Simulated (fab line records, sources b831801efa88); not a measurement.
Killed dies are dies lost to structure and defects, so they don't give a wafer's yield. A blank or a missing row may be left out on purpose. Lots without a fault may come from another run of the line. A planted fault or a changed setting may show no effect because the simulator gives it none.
A struck lot beside a sound one | flow sky130 | 43 steps out of a route of 708
Sound: wafers L460.2, L460.3, L460.4. Struck: wafers L478.4, L478.5, L478.6. The cause comes at the end.
At each step with rows: each side's tool, then ch and its chambers, then its first start. Under that, the readings that differ: sound wafers | struck wafers | difference of the means | sigmas: that difference in standard deviations of wafers without a fault.
alike: readings whose means differ by less than 2 such deviations, and words and numbers that are the same on both sides. not compared: withheld readings, readings that some wafer has no value for, bounds like >300 that may hide the same value, and numbers for which the record gives no deviation and whose values overlap.
The two part at a step that has a row with sigmas, a row that says differs or no value, or rows on one side only. Numbers that don't overlap but have no deviation are shown without sigmas and don't part them. A reading that every wafer of one side lacks parts them only if that side has two wafers or more.

SKY_VIA1_CMP_02: polishes SiO2.
  sound on cmp-02 ch 0,2,3, day 33 08:56; struck on cmp-02 ch 0,1,3, day 39 02:34
  alike: head_pressure_psi, motor_current_A
SKY_VIA1_BOW_MEAS_03:
  sound on film_metro-01, day 33 09:13; struck on film_metro-02, day 39 02:47
  alike: VIA1_BOW
then, 8 steps without rows for these wafers: SKY_VIA1_DEHYDRATE_04 (time 60 s); SKY_VIA1_HMDS_05 (prime time 60 s); SKY_VIA1_COAT_06 (resist thk 60 nm); SKY_VIA1_COAT_07 (resist thk 450 nm); SKY_VIA1_SOFTBAKE_08 (time 90 s); SKY_VIA1_EXPOSE_09 (exposes mask VIM, target cd 150 nm); SKY_VIA1_PEB_10; SKY_VIA1_DEVELOP_11 (develop time 60 s).
SKY_VIA1_CD_MEAS_12: target cd 150 nm.
  sound on cd_sem-02, day 34 11:20; struck on cd_sem-02, day 40 03:02
  alike: cd_nm
SKY_VIA1_OVL_MEAS_13:
  sound on overlay-01, day 34 11:27; struck on overlay-01, day 40 03:07
  alike: VIA1_OVL
SKY_VIA1_ETCH_14: etches BARC in N2/H2, stops on SiO2, time 45.9 s, target depth 60 nm.
  sound on rie_diel-04 ch 0,1,2, day 34 11:29; struck on rie_diel-04 ch 0,2,3, day 40 03:08
  alike: drypump_motor_current_A, oes_product_au, throttle_valve_pct
  not compared: rf_hours_counter_h
SKY_VIA1_ETCH_15: etches SiO2 in C4F8/O2/Ar, stops on TiN, target depth 351 nm, time 54 s.
  sound on rie_diel-04 ch 0,1,2, day 34 11:31; struck on rie_diel-04 ch 0,2,3, day 40 03:10
  alike: oes_product_au
  not compared: rf_hours_counter_h
then, 5 steps without rows for these wafers: SKY_VIA1_STRIP_16 (strips in O2/N2); SKY_VIA1_STRIP_17 (strips in post etch residue remover, time 1200 s); SKY_VIA1_CLEAN_18 (cleans in IPA, time 180 s); SKY_VIA1_CLEAN_19 (cleans in O3/DIW); SKY_VIA1_SPUTTER_20 (material TiN, target thk 20 nm, time 80 s).
SKY_VIA1_CVD_21: deposits W, target thk 270 nm, time 80.902 s.
  sound on cvd_w-02 ch 0,1, day 34 12:14; struck on cvd_w-01 ch 0,1, day 40 03:55
  alike: heater_power_w
SKY_VIA1_RS_MEAS_22: measures by four-point-probe.
  sound on film_metro-04, day 34 12:20; struck on film_metro-02, day 40 04:02
  alike: VIA1_W_RS
SKY_VIA1_THK_MEAS_23: measures by xrf.
  sound on film_metro-04, day 34 12:27; struck on film_metro-02, day 40 04:08
  reading         | sound       | struck      | difference | sigmas
  VIA1_W_THK (nm) | 269 267 269 | 281 281 280 | +12        | +3
then, 3 steps without rows for these wafers: SKY_VIA1_CMP_24 (polishes, stops on SiO2, t overpolish 15 s, target thk 0 nm); SKY_METAL2_SPUTTER_00 (material Ti, target thk 15 nm, time 10 s); SKY_METAL2_SPUTTER_01 (material TiN, target thk 20 nm, time 16.7 s).
SKY_METAL2_SPUTTER_02: material AlCu, target thk 250 nm, time 13.3 s.
  sound on pvd_sputter-01, day 34 12:51; struck on pvd_sputter-04, day 40 04:31
  alike: throttle_valve_pct
then, 2 steps without rows for these wafers: SKY_METAL2_SPUTTER_03 (material Ti, target thk 5 nm, time 3.3 s); SKY_METAL2_SPUTTER_04 (material TiN, target thk 70 nm, time 58.3 s).
SKY_METAL2_RS_MEAS_05: measures by four-point-probe.
  sound on film_metro-03, day 34 12:58; struck on film_metro-03, day 40 04:40
  alike: METAL2_ALCU_RS
SKY_METAL2_THK_MEAS_06: measures by xrf.
  sound on film_metro-03, day 34 13:04; struck on film_metro-03, day 40 04:45
  alike: METAL2_ALCU_THK
then, 8 steps without rows for these wafers: SKY_METAL2_DEHYDRATE_07 (time 60 s); SKY_METAL2_HMDS_08 (prime time 60 s); SKY_METAL2_COAT_09 (resist thk 60 nm); SKY_METAL2_COAT_10 (resist thk 450 nm); SKY_METAL2_SOFTBAKE_11 (time 90 s); SKY_METAL2_EXPOSE_12 (exposes mask MM2, target cd 140 nm); SKY_METAL2_PEB_13; SKY_METAL2_DEVELOP_14 (develop time 60 s).
SKY_METAL2_CD_MEAS_15: target cd 140 nm.
  sound on cd_sem-01, day 35 16:16; struck on cd_sem-02, day 41 04:06
  alike: cd_nm
SKY_METAL2_OVL_MEAS_16:
  sound on overlay-01, day 35 16:22; struck on overlay-01, day 41 04:11
  alike: METAL2_OVL
SKY_METAL2_DESCUM_17: chemistry O2, time 8 s.
  sound on rie_metal-02 ch 0,1, day 35 16:24; struck on rie_metal-03 ch 0,1, day 41 04:13
  alike: drypump_motor_current_A, oes_product_au
  not compared: rf_hours_counter_h
then, 1 step without rows for these wafers: SKY_METAL2_ETCH_18 (etches BARC in N2/H2, stops on SiO2, time 45.9 s, target depth 60 nm).
-- the record jumps here: 9 days lie between the struck wafers' starts before and after (it left off in module METAL2 and takes up again in module PAD_OPEN, whose first step shown is number 708 of the route) --
SKY_PAD_OPEN_PROBE_99:
  sound on prober-02, day 46 01:29; struck on prober-02, day 50 11:58
  reading                               | sound             | struck                                                                     | difference                   | sigmas
  hold                                  | - - -             | await_dispo/3.1h/release await_dispo/3.1h/release await_dispo/3.1h/release | no value on the sound wafers |
  defect_limited_yield (%)              | 82.5 85.4 80.5    | 78.9 70.5 79.7                                                             | -6.4                         | -4
  killed_at_M0_to_M3                    | 42 35 54          | 67 97 64                                                                   | +32                          | +5
  killed_dies                           | 86 72 96          | 104 145 100                                                                | +32                          | +3
  sort_bin_3_pad_short (%)              | 1.0 0.4 1.2       | 2.8 2.2 2.6                                                                | +1.7                         | +4
  sort_bin_5_function (%)               | 10.4 9.1 12.2     | 11.6 18.7 13.0                                                             | +3.9                         | +3
  sort_n_pass                           | 406 420 396       | 388 347 392                                                                | -32                          | -3
  sort_yield_pct (%)                    | 82.5 85.4 80.5    | 78.9 70.5 79.7                                                             | -6.4                         | -4
  model.etest.tester.sort_n_pass        | 406 420 396       | 388 347 392                                                                | -32                          |
  model.etest.tester.sort_yield_pct (%) | 82.52 85.37 80.49 | 78.86 70.53 79.67                                                          | -6.44                        |
  model.etest.tester.sort_bin_3_pct (%) | 1.016 0.4065 1.22 | 2.846 2.236 2.642                                                          | +1.694                       |
  alike: killed_at_M4_up, killed_at_contacts, killed_at_front_end, killed_at_other, killed_open, killed_short, sort_bin_6_memory
  not compared: model.etest.tester.sort_bin_5_pct

WHERE THEY PART
First at SKY_VIA1_THK_MEAS_23; last, within this record, at SKY_PAD_OPEN_PROBE_99.

WHY: what the simulator had put in
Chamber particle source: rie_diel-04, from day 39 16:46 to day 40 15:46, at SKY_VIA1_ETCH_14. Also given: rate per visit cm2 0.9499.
